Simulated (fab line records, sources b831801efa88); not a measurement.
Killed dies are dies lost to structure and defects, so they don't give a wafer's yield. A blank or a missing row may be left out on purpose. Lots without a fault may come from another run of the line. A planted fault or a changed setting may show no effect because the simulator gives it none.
Problem report in the 8D (eight disciplines) form, filled by code | flow sky130 | the parts of the form that need people (team, actions taken, sign-off) are left out

1. THE PROBLEM
killed_at_M4_up at SKY_PAD_OPEN_PROBE_99 reads a mean of 62.3 on 6 wafers of 2 lots; wafers without a fault read 3.1 with a standard deviation of 1.9. That is +31 standard deviations from the usual mean.
First seen on wafer L444.1, day 50 00:34, on prober-01. The record holds 6 wafers of 2 lots with a number at this step. Rule for "out", or "out of limits": more than 4 standard deviations from the usual mean. The other wafers with a number count as sound.

2. WHAT IT IS AND WHAT IT IS NOT
question                    | is                                                                          | is not
which readings at this step | killed_at_M4_up, defect_limited_yield, sort_bin_3_pad_short, sort_yield_pct | killed_at_contacts, killed_at_other, sort_bin_6_memory
which lots                  | L444, L445                                                                  | -
which wafers of those lots  | all that have a number                                                      | -
read on which tools         | prober-01, prober-02                                                        | -
when                        | from day 50 00:34                                                           | up to then (0 sound wafers)

3. SUSPECTS, AND WHAT RULES EACH OUT
Counting: a tool at a process step up to the reading stays a suspect if it ran every lot that is out and no sound lot after the first of them.
- wet_bench-01 at SKY_VIA4_STRIP_14 (strips in post etch residue remover, time 1200 s): kept. It ran every lot that is out, first L444 (day 47 13:55), and no sound lot after that.
- rie_metal-04 at SKY_METAL5_DESCUM_14 (chemistry O2, time 11 s): kept. It ran every lot that is out, first L444 (day 48 10:51), and no sound lot after that.
Left after counting: wet_bench-01 at SKY_VIA4_STRIP_14, rie_metal-04 at SKY_METAL5_DESCUM_14.

4. THE CAUSE (what the simulator had put in)
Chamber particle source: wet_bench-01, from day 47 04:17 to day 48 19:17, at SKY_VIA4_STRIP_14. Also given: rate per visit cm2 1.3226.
Counting left 2 suspects, and this tool is among them.

5. THE CHAIN OF EFFECTS, in route order
Each row: a reading whose mean over the struck wafers that have a number lies more than 3 standard deviations from the usual. Only readings for which the record gives a usual standard deviation are gone through. hours: the time from each lot's start at the first step in this table that gives one to its start at this step, as a median over the lots. sigmas: the change in usual standard deviations.
hours | step                  | reading              | usual  | on struck wafers | change | sigmas
0     | SKY_PAD_OPEN_PROBE_99 | defect_limited_yield | 82.2 % | 73.3             | -8.9   | -5.0
0     | SKY_PAD_OPEN_PROBE_99 | killed_at_M4_up      | 3.1    | 62.3             | +59.2  | +31
0     | SKY_PAD_OPEN_PROBE_99 | killed_dies          | 88     | 132              | +44    | +4.8
0     | SKY_PAD_OPEN_PROBE_99 | sort_bin_3_pad_short | 0.9 %  | 3.6              | +2.8   | +6.9
0     | SKY_PAD_OPEN_PROBE_99 | sort_bin_5_function  | 10.6 % | 16.7             | +6.1   | +4.4
0     | SKY_PAD_OPEN_PROBE_99 | sort_n_pass          | 404    | 360              | -44    | -4.8
0     | SKY_PAD_OPEN_PROBE_99 | sort_yield_pct       | 82.2 % | 73.3             | -8.9   | -5.0
The process steps in it:
- SKY_PAD_OPEN_PROBE_99

6. WHAT WOULD HAVE CAUGHT IT SOONER
In this record the first reading out of limits was taken at day 50 00:34, 68 hours after the fault began at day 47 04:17.
All the lots that are out (2) had begun SKY_VIA4_STRIP_14 on wet_bench-01 by day 50 00:34. A hold on the tool at that time would have spared none of them.
